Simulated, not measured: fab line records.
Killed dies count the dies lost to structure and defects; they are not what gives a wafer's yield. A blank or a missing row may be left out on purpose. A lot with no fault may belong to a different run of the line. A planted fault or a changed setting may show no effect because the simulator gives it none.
fab line records | flow gf180mcu
record: lots: 14 wafers: 42 lastDay: 34
route steps=602 shown STI@15 VT_IMPLANT@109 M1@316
lots that met no fault: taken from a fault-free run of the same line
startH: hours from the record's opening day to when the first of the lot's shown wafers began | waitH: hours since the lot's step before | " unchanged from the row above | L1.1+2: a single row standing in for several wafers | - either no value or no given start | * or withheld: withheld | < > ~ a bound
route shown NAME@n: NAME is a module with steps in the file, n the number in the route of the first one | usual: mean/standard deviation of fault-free wafers | same: alike in all rows | chamber/n: place in a boat | sites: readings site by site | _std_site: the values' standard deviation | _edge_site: the outer-site mean with the inner-site mean subtracted | radiusMm: how far each site lies from the wafer's centre | mask NAME#n: copy n | behind: the last tool/chamber to shape the wafer | hold: why the lot went on hold/how many hours it stayed there/how the hold came to an end | device: transistor that didn't switch, given as n, p or np | end of line: the same wafers' tests at the end of the route | where a step has no rows: the recipe by itself | killed: dies lost to structure and defects at the first sort, not the wafer's yield | map: a wafer's dies, marking killed ones x, the rest . and places with no die _
set.NAME: the setting as run; set.NAME@STEP: as run at that earlier step | model.NAME: the simulator's own value behind a step, which no gauge read
steps of the route over a sample of lots; a table a step, a row a wafer
services: the hour from which a tool's chamber was out of use, counted from the record's first day as startH (under 0 if before that day), plus the number of hours and why
== steps ==
step: GF_STI_ETCH_14
recipe: target: Si chemistry: HBr/Cl2/O2 targetDepthNm: 360 icpW: 600 biasW: 150 pressureMtorr: 15 HBr_flow_sccm: 150 Cl2_flow_sccm: 40 O2_flow_sccm: 6 timeS: 102.9
usual: chamberPressureMTorr: 15.003/0.015 drypumpMotorCurrentA: 5.6/0.4 oesProductAu: 1.001/0.017 throttleValvePct: 25.657/0.014
columns lot.wafer tool chamber startH waitH chamberPressureMTorr drypumpMotorCurrentA oesProductAu rfHoursCounterH throttleValvePct
L604.2 rieSi-02 0 25.42 0.0 15.009 5.2 1.026 138 25.636
L604.3 " 3 " " 15.013 6.3 0.991 2 25.659
L604.4 " 2 " " 15.001 5.4 0.996 41 25.644
L605.2 rieSi-01 0 31.85 0.0 15.024 5.9 1.011 110 25.663
L605.5 " 1 " " 14.996 5.6 0.986 - 25.684
L605.6 " 0 " " 15.007 5.9 1.009 - 25.649
L607.2 rieSi-02 3 40.52 0.0 14.982 6.3 0.997 2 25.654
L607.3 " 0 " " 15.020 5.2 1.033 138 25.633
L607.6 " 0 " " 14.981 5.2 1.032 - 25.631
L608.1 rieSi-01 0 49.50 0.0 15.019 5.9 1.009 110 25.651
L608.2 " 1 " " 14.992 5.6 0.976 28 25.677
L608.3 " 2 " " 15.023 5.4 1.002 110 25.640
L609.3 rieSi-02 2 53.02 0.0 14.972 5.4 0.979 41 25.672
L609.4 " 1 " " 14.986 5.8 0.979 15 25.671
L609.5 " 1 " " 15.008 5.8 0.967 - 25.673
L612.1 rieSi-01 0 67.85 0.0 14.982 5.9 1.019 110 25.653
L612.2 " 3 " " 15.012 4.9 1.012 52 25.664
L612.3 " 2 " " 15.004 5.4 0.997 110 25.670
L616.1 rieSi-02 1 87.00 0.0 14.988 5.8 0.983 15 25.676
L616.4 " 0 " " 15.003 5.2 1.033 - 25.634
L616.5 " 3 " " 15.011 6.2 1.003 - 25.661
L620.2 rieSi-01 1 109.17 0.0 14.987 5.6 0.974 29 25.678
L620.3 " 2 " " 15.033 5.4 0.998 111 25.661
L620.4 " 3 " " 15.018 4.9 1.012 52 25.668
L622.1 rieSi-01 1 117.64 0.0 14.985 5.6 0.988 29 25.668
L622.3 " 2 " " 15.028 5.4 1.014 111 25.666
L622.4 " 0 " " 15.010 5.9 1.015 111 25.648
L623.1 rieSi-02 0 123.72 0.0 14.987 5.2 1.018 139 25.660
L623.3 " 2 " " 14.995 5.4 0.993 41 25.672
L623.6 " 2 " " 14.987 5.4 0.989 - 25.657
L624.1 rieSi-02 1 129.12 0.0 15.019 5.7 0.988 16 25.674
L624.3 " 0 " " 14.983 5.2 1.027 139 25.644
L624.6 " 0 " " 15.016 5.2 1.034 - 25.649
L625.3 rieSi-02 2 133.77 0.0 15.035 5.4 0.992 42 25.661
L625.4 " 3 " " 15.003 6.3 0.987 - 25.661
L625.6 " 1 " " 15.020 5.8 0.989 - 25.663
L626.2 rieSi-02 1 139.07 0.0 14.986 5.8 0.980 16 25.643
L626.4 " 2 " " 15.004 5.4 0.988 - 25.672
L626.6 " 1 " " 14.987 5.8 0.983 - 25.680
L627.3 rieSi-01 0 144.22 0.0 15.012 5.9 1.020 111 25.646
L627.5 " 3 " " 15.003 4.9 1.012 - 25.648
L627.6 " 2 " " 14.983 5.4 1.000 - 25.659
step: GF_VT_IMPLANT_IMPLANT_19
recipe: species: As energyKev: 100 doseCm2: 4.35e+12 tiltDeg: 7
usual: beamEnergyKeV: 100.00/0.031 tiltDeg: 6.999/0.02
columns lot.wafer tool chamber startH waitH beamEnergyKeV tiltDeg
L604.2 implanter-02 0 130.14 0.0 99.99 7.006
L604.3 " 0 " " 100.01 6.980
L604.4 " 0 " " 100.04 6.989
L605.2 implanter-01 0 142.64 0.0 100.04 6.976
L605.5 " 0 " " 100.00 6.970
L605.6 " 0 " " 100.00 6.980
L607.2 implanter-01 0 151.03 0.0 99.94 6.959
L607.3 " 0 " " 100.01 6.974
L607.6 " 0 " " 100.01 6.968
L608.1 implanter-01 0 155.37 0.0 100.05 7.029
L608.2 " 0 " " 100.03 7.000
L608.3 " 0 " " 100.05 6.981
L609.3 implanter-03 0 160.82 0.1 100.02 6.956
L609.4 " 0 " " 99.99 7.024
L609.5 " 0 " " 99.99 6.983
L612.1 implanter-03 0 178.60 0.0 97.78 7.032
L612.2 " 0 " " 97.75 6.997
L612.3 " 0 " " 97.71 7.019
L616.1 implanter-03 0 201.12 0.0 97.75 7.011
L616.4 " 0 " " 97.75 6.999
L616.5 " 0 " " 97.75 7.030
L620.2 implanter-02 0 228.58 0.0 100.03 7.008
L620.3 " 0 " " 100.03 6.979
L620.4 " 0 " " 100.02 6.979
L622.1 implanter-02 0 240.50 0.0 100.00 7.040
L622.3 " 0 " " 99.95 7.009
L622.4 " 0 " " 99.98 7.009
L623.1 implanter-02 0 245.35 0.0 100.00 7.023
L623.3 " 0 " " 99.99 7.023
L623.6 " 0 " " 99.95 7.031
L624.1 implanter-02 0 251.92 0.0 100.00 6.991
L624.3 " 0 " " 99.99 7.007
L624.6 " 0 " " 100.01 6.990
L625.3 implanter-03 0 259.00 0.1 100.03 7.038
L625.4 " 0 " " 99.96 7.015
L625.6 " 0 " " 100.04 7.013
L626.2 implanter-01 0 264.29 0.0 100.08 6.966
L626.4 " 0 " " 100.02 6.998
L626.6 " 0 " " 100.04 6.979
L627.3 implanter-02 0 269.47 0.1 100.03 6.976
L627.5 " 0 " " 100.03 6.999
L627.6 " 0 " " 100.00 6.997
step: GF_M1_SPUTTER_01
recipe: material: TiN targetThkNm: 30 powerW: 6500 timeS: 25 chamberPressurePa: 0.4
usual: throttleValvePct: 29.9/1
columns lot.wafer tool chamber startH waitH throttleValvePct
L604.2 pvdSputter-04 - 369.27 0.1 30.4
L604.3 " - " " 30.7
L604.4 " - " " 29.5
L605.2 pvdSputter-04 - 385.54 0.1 30.2
L605.5 " - " " 29.4
L605.6 " - " " 30.6
L607.2 pvdSputter-03 - 394.31 0.1 30.5
L607.3 " - " " 31.0
L607.6 " - " " 30.4
L608.1 pvdSputter-01 - 403.34 0.1 29.2
L608.2 " - " " 27.8
L608.3 " - " " 29.1
L609.3 pvdSputter-04 - 411.09 0.1 29.7
L609.4 " - " " 30.2
L609.5 " - " " 30.5
L612.1 pvdSputter-03 - 443.41 0.1 30.9
L612.2 " - " " 28.0
L612.3 " - " " 29.2
L616.1 pvdSputter-04 - 470.20 0.1 30.1
L616.4 " - " " 30.7
L616.5 " - " " 29.4
L620.2 pvdSputter-03 - 506.41 0.1 27.9
L620.3 " - " " 30.7
L620.4 " - " " 30.9
L622.1 pvdSputter-04 - 523.45 0.1 30.2
L622.3 " - " " 29.5
L622.4 " - " " 30.9
L623.1 pvdSputter-01 - 528.98 0.1 29.3
L623.3 " - " " 29.5
L623.6 " - " " 29.3
L624.1 pvdSputter-03 - 534.13 0.1 30.3
L624.3 " - " " 31.0
L624.6 " - " " 29.2
L625.3 pvdSputter-04 - 544.12 0.1 30.3
L625.4 " - " " 29.3
L625.6 " - " " 30.8
L626.2 pvdSputter-04 - 548.80 0.1 30.8
L626.4 " - " " 30.6
L626.6 " - " " 29.6
L627.3 pvdSputter-01 - 555.61 0.1 28.1
L627.5 " - " " 29.4
L627.6 " - " " 31.8
step: GF_M1_SPUTTER_03
recipe: material: Ti targetThkNm: 10 substrateTempC: 300 chamberPressurePa: 0.3 powerW: 3000 timeS: 6.7
usual: throttleValvePct: 29.9/1
columns lot.wafer tool chamber startH waitH throttleValvePct
L604.2 pvdSputter-04 - 369.33 0.0 30.6
L604.3 " - " " 30.9
L604.4 " - " " 29.3
L605.2 pvdSputter-04 - 385.60 0.0 29.9
L605.5 " - " " 29.3
L605.6 " - " " 30.9
L607.2 pvdSputter-03 - 394.37 0.0 30.4
L607.3 " - " " 30.8
L607.6 " - " " 30.6
L608.1 pvdSputter-01 - 403.40 0.0 29.0
L608.2 " - " " 28.4
L608.3 " - " " 29.2
L609.3 pvdSputter-04 - 411.15 0.0 29.4
L609.4 " - " " 30.1
L609.5 " - " " 30.4
L612.1 pvdSputter-03 - 443.47 0.0 31.1
L612.2 " - " " 27.9
L612.3 " - " " 29.2
L616.1 pvdSputter-04 - 470.26 0.0 29.8
L616.4 " - " " 30.7
L616.5 " - " " 29.5
L620.2 pvdSputter-03 - 506.47 0.0 28.0
L620.3 " - " " 30.3
L620.4 " - " " 30.9
L622.1 pvdSputter-04 - 523.51 0.0 30.1
L622.3 " - " " 29.2
L622.4 " - " " 30.6
L623.1 pvdSputter-01 - 529.04 0.0 29.2
L623.3 " - " " 29.5
L623.6 " - " " 29.3
L624.1 pvdSputter-03 - 534.19 0.0 30.3
L624.3 " - " " 31.1
L624.6 " - " " 29.0
L625.3 pvdSputter-04 - 544.18 0.0 30.2
L625.4 " - " " 29.6
L625.6 " - " " 31.1
L626.2 pvdSputter-04 - 548.86 0.0 30.9
L626.4 " - " " 30.7
L626.6 " - " " 29.2
L627.3 pvdSputter-01 - 555.67 0.0 28.1
L627.5 " - " " 29.2
L627.6 " - " " 31.7
== services ==
columns tool chamber startH hours kind
rieSi-01 2 4.93 5.6 repair
rieSi-02 - 16.21 2.8 pm
rieSi-02 1 32.60 2.5 repair
rieSi-02 - 49.26 0.1 repair
pvdSputter-04 - 56.20 0.9 repair
rieSi-02 2 81.16 7.1 repair
pvdSputter-04 - 103.36 6.7 repair
pvdSputter-03 - 133.18 3.7 repair
pvdSputter-03 - 140.53 50.5 repair
rieSi-02 2 181.33 1.5 repair
rieSi-02 2 183.17 5.6 repair
rieSi-02 2 210.83 20.9 repair
rieSi-02 0 244.43 5.7 repair
pvdSputter-04 - 333.01 1.3 repair
pvdSputter-04 - 365.97 2.1 repair
pvdSputter-04 - 388.19 6.2 repair
pvdSputter-03 - 395.37 3.4 repair
pvdSputter-04 - 416.22 3.1 repair
rieSi-02 2 441.11 75.3 repair
pvdSputter-03 - 449.18 5.0 repair
rieSi-02 - 488.10 0.2 repair
pvdSputter-03 - 503.42 1.4 repair
rieSi-02 1 506.73 13.2 repair
rieSi-02 3 514.13 6.2 repair
== key ==
firstSign: step: GF_VT_IMPLANT_IMPLANT_19 reading: beamEnergyKeV direction: down sigmas: 72 usual: 100.00 struck: 97.75
effect none on later readings
metAt GF_VT_IMPLANT_IMPLANT_19
struckLots L612,L616
testerLeftOut L612,L616
notActingAt GF_STI_ETCH_14,GF_M1_SPUTTER_01,GF_M1_SPUTTER_03
onsetBetween 160.82 178.60
fault: kind: processParameterDrift tool: implanter-03 chamber: - onsetH: 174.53 steps: GF_VT_IMPLANT_IMPLANT_19 channel: energyKev offset: -2.2785 shape: step endH: 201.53 actsIn: theseRecipesOnly stated: 100
testerLeftOut: of these lots the tester's yield and bins aren't shown, on N5 and GAA mostly nor the transistor test; their killed dies are dies lost to structure and defects alone, not to doping, threshold or leakage, so they don't give the yield
